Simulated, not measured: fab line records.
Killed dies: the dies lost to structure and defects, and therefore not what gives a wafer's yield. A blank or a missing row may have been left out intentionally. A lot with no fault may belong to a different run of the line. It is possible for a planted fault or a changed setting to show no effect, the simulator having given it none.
Which tool was responsible? | flow sky130 | 27 wafers from 9 lots sampled at 6 of the route's 708 steps

== WHAT THE GAUGES SHOWED, per wafer ==
SKY_METAL2_RS_MEAS_05: measurement is done with a four-point probe. Usual: METAL2_ALCU_RS gives 0.1258 ohm/sq (standard deviation 0.0014).
lot  | measured     | on            | METAL2_ALCU_RS (ohm/sq) | flag
L657 | day 35 13:31 | film_metro-03 | 0.1048 0.1048 0.1264    | OFF
L661 | day 36 20:23 | film_metro-02 | 0.1268 0.1257 0.1230    |
L665 | day 38 00:49 | film_metro-02 | 0.1267 0.1260 0.1267    |
L669 | day 39 01:27 | film_metro-02 | 0.1262 0.1270 0.1257    |
L670 | day 39 12:25 | film_metro-02 | 0.1224 0.1238 0.1221    |
L671 | day 39 15:55 | film_metro-03 | 0.1257 0.1248 0.1250    |
L673 | day 40 05:47 | film_metro-01 | 0.1300 0.1266 0.1287    |
L674 | day 40 12:05 | film_metro-01 | 0.1260 0.1246 0.1251    |
L676 | day 40 17:46 | film_metro-03 | 0.1263 0.1264 0.1253    |

SKY_METAL2_THK_MEAS_06: measures by xrf. Usual: METAL2_ALCU_THK gives 251.9 nm (standard deviation 2.9).
lot  | measured     | on            | METAL2_ALCU_THK (nm) | flag
L657 | day 35 13:37 | film_metro-03 | 302.8 297.5 250.4    | OFF
L661 | day 36 20:31 | film_metro-02 | 249.5 251.9 257.4    |
L665 | day 38 00:56 | film_metro-02 | 248.0 252.0 250.1    |
L669 | day 39 01:34 | film_metro-02 | 251.9 249.2 251.2    |
L670 | day 39 12:32 | film_metro-02 | 257.2 255.8 259.7    |
L671 | day 39 16:02 | film_metro-03 | 252.1 256.5 253.9    |
L673 | day 40 05:53 | film_metro-01 | 246.3 251.2 247.8    |
L674 | day 40 12:12 | film_metro-01 | 254.8 257.3 254.5    |
L676 | day 40 17:53 | film_metro-03 | 253.8 251.3 253.4    |

== EACH LOT AND THE TOOL THAT RAN IT (in order: tool; ch and the chambers of the sampled wafers; start) ==
lot  | SKY_METAL1_ETCH_18                | SKY_METAL1_STRIP_20                  | SKY_VIA1_STRIP_16                    | SKY_METAL2_SPUTTER_02
L657 | rie_metal-02 ch 0,1, day 34 08:10 | plasma_asher-04 ch 0,1, day 34 08:23 | plasma_asher-04 ch 0,1, day 35 12:05 | pvd_sputter-01, day 35 13:23
L661 | rie_metal-02 ch 0, day 35 16:04   | plasma_asher-04 ch 1, day 35 16:22   | plasma_asher-02 ch 0,1, day 36 18:59 | pvd_sputter-03, day 36 20:18
L665 | rie_metal-01 ch 0,1, day 36 20:41 | plasma_asher-03 ch 0, day 36 20:50   | plasma_asher-01 ch 0,1, day 37 23:26 | pvd_sputter-03, day 38 00:43
L669 | rie_metal-02 ch 0, day 37 20:59   | plasma_asher-03 ch 0,1, day 37 21:17 | plasma_asher-01 ch 0,1, day 39 00:05 | pvd_sputter-02, day 39 01:22
L670 | rie_metal-02 ch 0,1, day 38 08:50 | plasma_asher-01 ch 0, day 38 08:59   | plasma_asher-01 ch 0,1, day 39 11:02 | pvd_sputter-03, day 39 12:19
L671 | rie_metal-01 ch 0,1, day 38 12:30 | plasma_asher-01 ch 0,1, day 38 12:39 | plasma_asher-01 ch 0,1, day 39 14:32 | pvd_sputter-01, day 39 15:49
L673 | rie_metal-02 ch 1, day 39 02:51   | plasma_asher-04 ch 0,1, day 39 03:00 | plasma_asher-04 ch 0,1, day 40 04:23 | pvd_sputter-02, day 40 05:40
L674 | rie_metal-03 ch 0,1, day 39 08:41 | plasma_asher-04 ch 0,1, day 39 08:50 | plasma_asher-02 ch 1, day 40 10:20   | pvd_sputter-01, day 40 11:59
L676 | rie_metal-03 ch 0,1, day 39 14:17 | plasma_asher-03 ch 0,1, day 39 14:26 | plasma_asher-01 ch 0,1, day 40 16:23 | pvd_sputter-01, day 40 17:41
- SKY_METAL1_ETCH_18: etches BARC in N2/H2, stops on SiO2, time 45.9 s, target depth 60 nm.
- SKY_METAL1_STRIP_20: strips in O2/N2.
- SKY_VIA1_STRIP_16: strips in O2/N2.
- SKY_METAL2_SPUTTER_02: material AlCu, target thk 250 nm, time 13.3 s.

== AS READ BY THE TOOLS THEMSELVES (means over the sampled wafers that have a number; for cases with no such wafer, the mark the record gives instead) ==
SKY_METAL1_ETCH_18. Usual: drypump_motor_current_A 6.0 A, standard deviation 0.76; oes_product_au 0.854 a.u., standard deviation 0.0045; throttle_valve_pct 13.224 %, standard deviation 0.0098.
lot  | tool         | drypump_motor_current_A (A) | oes_product_au (a.u.) | throttle_valve_pct (%) | flag
L657 | rie_metal-02 | 6.6                         | 0.857                 | 13.229                 |
L661 | rie_metal-02 | 6.8                         | 0.850                 | 13.229                 |
L665 | rie_metal-01 | 4.9                         | 0.855                 | 13.231                 |
L669 | rie_metal-02 | 6.9                         | 0.851                 | 13.216                 |
L670 | rie_metal-02 | 6.5                         | 0.852                 | 13.225                 |
L671 | rie_metal-01 | 4.9                         | 0.853                 | 13.226                 |
L673 | rie_metal-02 | 6.3                         | 0.854                 | 13.229                 |
L674 | rie_metal-03 | 5.9                         | 0.855                 | 13.220                 |
L676 | rie_metal-03 | 5.9                         | 0.851                 | 13.229                 |

SKY_METAL1_STRIP_20. Usual: drypump_motor_current_A 5.93 A, standard deviation 0.26; oes_product_au 0.343 a.u., standard deviation 0.0046; strip_time_to_endpoint_s 2.71 s, standard deviation 0.04.
lot  | tool            | drypump_motor_current_A (A) | oes_product_au (a.u.) | strip_time_to_endpoint_s (s) | flag
L657 | plasma_asher-04 | 5.87                        | 0.346                 | 2.68                         |
L661 | plasma_asher-04 | 6.06                        | 0.340                 | 2.67                         |
L665 | plasma_asher-03 | 6.07                        | 0.339                 | 2.69                         |
L669 | plasma_asher-03 | 5.57                        | 0.344                 | 2.72                         |
L670 | plasma_asher-01 | 5.91                        | 0.338                 | 2.67                         |
L671 | plasma_asher-01 | 6.02                        | 0.340                 | 2.69                         |
L673 | plasma_asher-04 | 5.86                        | 0.343                 | 2.64                         |
L674 | plasma_asher-04 | 5.87                        | 0.345                 | 2.71                         |
L676 | plasma_asher-03 | 5.82                        | 0.347                 | 2.76                         |

SKY_VIA1_STRIP_16. Usual: drypump_motor_current_A 5.96 A, standard deviation 0.18; oes_product_au 0.415 a.u., standard deviation 0.0047; strip_time_to_endpoint_s 4.453 s, standard deviation 0.023.
lot  | tool            | drypump_motor_current_A (A) | oes_product_au (a.u.) | strip_time_to_endpoint_s (s) | flag
L657 | plasma_asher-04 | 5.98                        | 0.416                 | 4.469                        |
L661 | plasma_asher-02 | 5.81                        | 0.417                 | 4.415                        |
L665 | plasma_asher-01 | 6.02                        | 0.418                 | 4.447                        |
L669 | plasma_asher-01 | 6.11                        | 0.417                 | 4.471                        |
L670 | plasma_asher-01 | 6.03                        | 0.416                 | 4.426                        |
L671 | plasma_asher-01 | 6.10                        | 0.419                 | 4.474                        |
L673 | plasma_asher-04 | 5.85                        | 0.412                 | 4.442                        |
L674 | plasma_asher-02 | 5.73                        | 0.415                 | 4.447                        |
L676 | plasma_asher-01 | 6.11                        | 0.416                 | 4.423                        |

SKY_METAL2_SPUTTER_02. Usual: chamber_pressure_pa 0.4001 Pa, standard deviation 0.00077; throttle_valve_pct 29.9 %, standard deviation 0.94.
lot  | tool           | chamber_pressure_pa (Pa) | throttle_valve_pct (%) | flag
L657 | pvd_sputter-01 | 0.3999                   | 29.9                   |
L661 | pvd_sputter-03 | 0.4008                   | 29.8                   |
L665 | pvd_sputter-03 | 0.4001                   | 29.4                   |
L669 | pvd_sputter-02 | 0.4010                   | 29.1                   |
L670 | pvd_sputter-03 | 0.4002                   | 30.7                   |
L671 | pvd_sputter-01 | 0.3991                   | 30.1                   |
L673 | pvd_sputter-02 | 0.4001                   | 30.9                   |
L674 | pvd_sputter-01 | 0.3998                   | 30.9                   |
L676 | pvd_sputter-01 | 0.4001                   | 30.1                   |

== THE ANSWER, worked out from the rows above alone ==
Rule: lot off if the mean of its wafers having a number is beyond 3 standard deviations from the usual mean. Also off: a lot with no number at a reading for which 4 or more lots have one. Any other lot the step has rows for is counted as sound. After the gauges, taken in route order, come the tools' own readings; for these a lot's mean is taken, as printed above. The first step at which some lot is off is used, and at that step the reading that is off furthest; a lot without a number counts as furthest.
Off: L657, at SKY_METAL2_RS_MEAS_05 (METAL2_ALCU_RS).
If a tool, at a process step before that reading, ran all the lots that are off and no sound lot after the first of them, it fits. The gauges at SKY_METAL2_RS_MEAS_05 are tried like those tools. Of those tried, none fits.

== WHAT THE SIMULATOR PUT IN ==
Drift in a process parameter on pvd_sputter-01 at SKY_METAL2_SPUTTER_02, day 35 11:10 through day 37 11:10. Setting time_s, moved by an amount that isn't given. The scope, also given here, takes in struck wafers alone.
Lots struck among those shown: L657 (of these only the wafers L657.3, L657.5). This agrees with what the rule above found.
